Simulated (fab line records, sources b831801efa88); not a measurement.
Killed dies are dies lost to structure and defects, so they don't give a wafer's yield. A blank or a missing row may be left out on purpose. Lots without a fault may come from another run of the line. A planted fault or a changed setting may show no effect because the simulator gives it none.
A struck lot beside a sound one | flow sfq_line | 42 steps out of a route of 325
Sound: wafers L459.1, L459.3, L459.4. Struck: wafers L466.1, L466.4. (L466.6 of the same lot was not struck and is left out.) The cause comes at the end.
At each step with rows: each side's tool, then ch and its chambers, then its first start. Under that, the readings that differ: sound wafers | struck wafers | difference of the means | sigmas: that difference in standard deviations of wafers without a fault.
alike: readings whose means differ by less than 2 such deviations, and words and numbers that are the same on both sides. not compared: withheld readings, readings that some wafer has no value for, bounds like >300 that may hide the same value, and numbers for which the record gives no deviation and whose values overlap.
The two part at a step that has a row with sigmas, a row that says differs or no value, or rows on one side only. Numbers that don't overlap but have no deviation are shown without sigmas and don't part them. A reading that every wafer of one side lacks parts them only if that side has two wafers or more.

first, 2 steps without rows for these wafers: SFQ_TRILAYER_R5_DEP_SPUTTER_133 (material MoNx, target thk 40 nm, time 66.7 s); SFQ_TRILAYER_R5_DEP_SPUTTER_134 (material Ti, target thk 5 nm, time 5 s).
SFQ_R5_RS_MEAS_933: measures by four-point-probe.
  sound on film_metro-03, day 60 00:34; struck on film_metro-03, day 62 02:04
  alike: R5_MONX_RS
SFQ_R5_THK_MEAS_934: measures by xrf.
  sound on film_metro-03, day 60 00:41; struck on film_metro-03, day 62 02:11
  alike: R5_MONX_THK
then, 6 steps without rows for these wafers: SFQ_TRILAYER_R5_LITHO_COAT_141 (resist thk 62 nm); SFQ_TRILAYER_R5_LITHO_COAT_136 (resist thk 600 nm); SFQ_TRILAYER_R5_LITHO_SOFTBAKE_140; SFQ_TRILAYER_R5_LITHO_EXPOSE_137 (exposes mask R5, target cd 500 nm); SFQ_TRILAYER_R5_LITHO_PEB_139 (peb time 60 s); SFQ_TRILAYER_R5_LITHO_DEVELOP_138 (time 60 s).
-- the record jumps here: 5 days lie between the struck wafers' starts before and after --
SFQ_R5_OVL_MEAS_935:
  sound on overlay-02, day 65 06:15; struck on overlay-02, day 66 15:11
  alike: R5_OVL
SFQ_TRILAYER_R5_BARC_OPEN_METAL_ETCH_177: etches BARC in O2, target depth 125 nm, time 41.7 s.
  sound on rie_metal-03 ch 0,1, day 65 06:17; struck on rie_metal-02 ch 0,1, day 66 15:14
  reading               | sound             | struck      | difference | sigmas
  oes_product_au (a.u.) | 0.690 0.693 0.690 | 0.682 0.673 | -0.013     | -3
  alike: drypump_motor_current_A
  not compared: rf_hours_counter_h
SFQ_TRILAYER_R5_ETCH_METAL_ETCH_139: etches the open film in Cl2, stops on SiO2, target depth 60 nm, time 40 s.
  sound on rie_metal-03 ch 0,1, day 65 06:20; struck on rie_metal-02 ch 0,1, day 66 15:17
  reading                                             | sound             | struck      | difference | sigmas
  oes_product_au (a.u.)                               | 0.992 0.978 0.985 | 0.864 0.855 | -0.126     | -24
  model.etch.depth_nm (nm)                            | 59.07 58.75 58.34 | 45.95 46.77 | -12.36     |
  model.R5.feature_depth_nm (nm)                      | 59.07 58.75 58.34 | 45.95 46.77 | -12.36     |
  model.KrF_of_TRILAYER_R5_LITHO_COAT_136.thk_nm (nm) | 497.9 498.6 500.3 | 503.4 502.8 | +4.2       |
  alike: drypump_motor_current_A
  not compared: rf_hours_counter_h
then, 2 steps without rows for these wafers: SFQ_TRILAYER_R5_STRIP_STRIP_140 (strips in O2); SFQ_TRILAYER_R5_STRIP_SOLV_CLEAN_141 (cleans in NMP, time 600 s).
SFQ_TRILAYER_A5C_DEP_PECVD_142: deposits SiO2 from SiH4/N2O, time 15.556 s, target thk 70 nm.
  sound on pecvd-01 ch 0,2, day 65 07:11; struck on pecvd-04 ch 0,2, day 66 16:07
  alike: heater_power_w, susceptor_temp_C, throttle_valve_pct
then, 6 steps without rows for these wafers: SFQ_TRILAYER_I5_LITHO_COAT_149 (resist thk 62 nm); SFQ_TRILAYER_I5_LITHO_COAT_144 (resist thk 650 nm); SFQ_TRILAYER_I5_LITHO_SOFTBAKE_148; SFQ_TRILAYER_I5_LITHO_EXPOSE_145 (exposes mask I5, target cd 700 nm); SFQ_TRILAYER_I5_LITHO_PEB_147 (peb time 60 s); SFQ_TRILAYER_I5_LITHO_DEVELOP_146 (time 60 s).
-- the record jumps here: 5 days lie between the struck wafers' starts before and after --
SFQ_I5_OVL_MEAS_936:
  sound on overlay-01, day 65 09:28; struck on overlay-02, day 71 04:10
  alike: I5_OVL
then, 1 step without rows for these wafers: SFQ_TRILAYER_I5_BARC_OPEN_VIA_ETCH_200 (etches BARC in O2, target depth 125 nm, time 41.7 s).
SFQ_TRILAYER_I5_ETCH_VIA_ETCH_147: etches the open film in CHF3, stops on Nb, target depth 360 nm.
  sound on rie_diel-03 ch 1,2,3, day 65 09:32; struck on rie_diel-03 ch 1,2, day 71 04:14
  alike: drypump_motor_current_A, oes_product_au
then, 8 steps without rows for these wafers: SFQ_TRILAYER_I5_STRIP_STRIP_148 (strips in O2); SFQ_TRILAYER_I5_STRIP_SOLV_CLEAN_149 (cleans in NMP, time 600 s); SFQ_TRILAYER_C5_LITHO_COAT_156 (resist thk 62 nm); SFQ_TRILAYER_C5_LITHO_COAT_151 (resist thk 650 nm); SFQ_TRILAYER_C5_LITHO_SOFTBAKE_155; SFQ_TRILAYER_C5_LITHO_EXPOSE_152 (exposes mask C5, target cd 500 nm); SFQ_TRILAYER_C5_LITHO_PEB_154 (peb time 60 s); SFQ_TRILAYER_C5_LITHO_DEVELOP_153 (time 60 s).
-- the record jumps here: 4 days lie between the struck wafers' starts before and after --
SFQ_C5_OVL_MEAS_937:
  sound on overlay-01, day 70 05:22; struck on overlay-01, day 75 11:46
  alike: C5_OVL
SFQ_TRILAYER_C5_BARC_OPEN_VIA_ETCH_210: etches BARC in O2, target depth 125 nm, time 41.7 s.
  sound on rie_diel-01 ch 1,2,3, day 70 05:23; struck on rie_diel-04 ch 0,3, day 75 11:47
  alike: drypump_motor_current_A, oes_product_au
  not compared: rf_hours_counter_h
SFQ_TRILAYER_C5_ETCH_VIA_ETCH_154: etches SiO2 in CHF3, stops on Nb, target depth 84 nm.
  sound on rie_diel-01 ch 1,2,3, day 70 05:26; struck on rie_diel-04 ch 0,3, day 75 11:50
  alike: drypump_motor_current_A, oes_product_au
then, 4 steps without rows for these wafers: SFQ_TRILAYER_C5_STRIP_STRIP_155 (strips in O2); SFQ_TRILAYER_C5_STRIP_SOLV_CLEAN_156 (cleans in NMP, time 600 s); SFQ_TRILAYER_M6_DEP_PRE_CLEAN_158 (time 22.5 s); SFQ_TRILAYER_M6_DEP_SPUTTER_157 (material Nb, target thk 200 nm, time 133.3 s).
SFQ_M6_RS_MEAS_938: measures by four-point-probe.
  sound on film_metro-03, day 70 06:23; struck on film_metro-03, day 75 12:47
  alike: M6_NB_RS
-- the record jumps here: 15 days lie between the struck wafers' starts before and after (it left off in module M6 and takes up again in module M8, whose first step shown is number 325 of the route) --
SFQ_M8_BOW_MEAS_951:
  sound on film_metro-02, day 88 05:01; struck on film_metro-03, day 90 07:47
  reading                       | sound    | struck | difference | sigmas
  model.etest.r5.comb_log10_ohm | 12 12 12 | 0 0    | -12        |
  alike: M8_BOW

WHERE THEY PART
First at SFQ_TRILAYER_R5_BARC_OPEN_METAL_ETCH_177; last, within this record, at SFQ_TRILAYER_R5_ETCH_METAL_ETCH_139. Later steps at which nothing parts them and some readings are alike: SFQ_TRILAYER_A5C_DEP_PECVD_142, SFQ_I5_OVL_MEAS_936, SFQ_TRILAYER_I5_ETCH_VIA_ETCH_147, SFQ_C5_OVL_MEAS_937, SFQ_TRILAYER_C5_BARC_OPEN_VIA_ETCH_210, SFQ_TRILAYER_C5_ETCH_VIA_ETCH_154, SFQ_M6_RS_MEAS_938, SFQ_M8_BOW_MEAS_951.

WHY: what the simulator had put in
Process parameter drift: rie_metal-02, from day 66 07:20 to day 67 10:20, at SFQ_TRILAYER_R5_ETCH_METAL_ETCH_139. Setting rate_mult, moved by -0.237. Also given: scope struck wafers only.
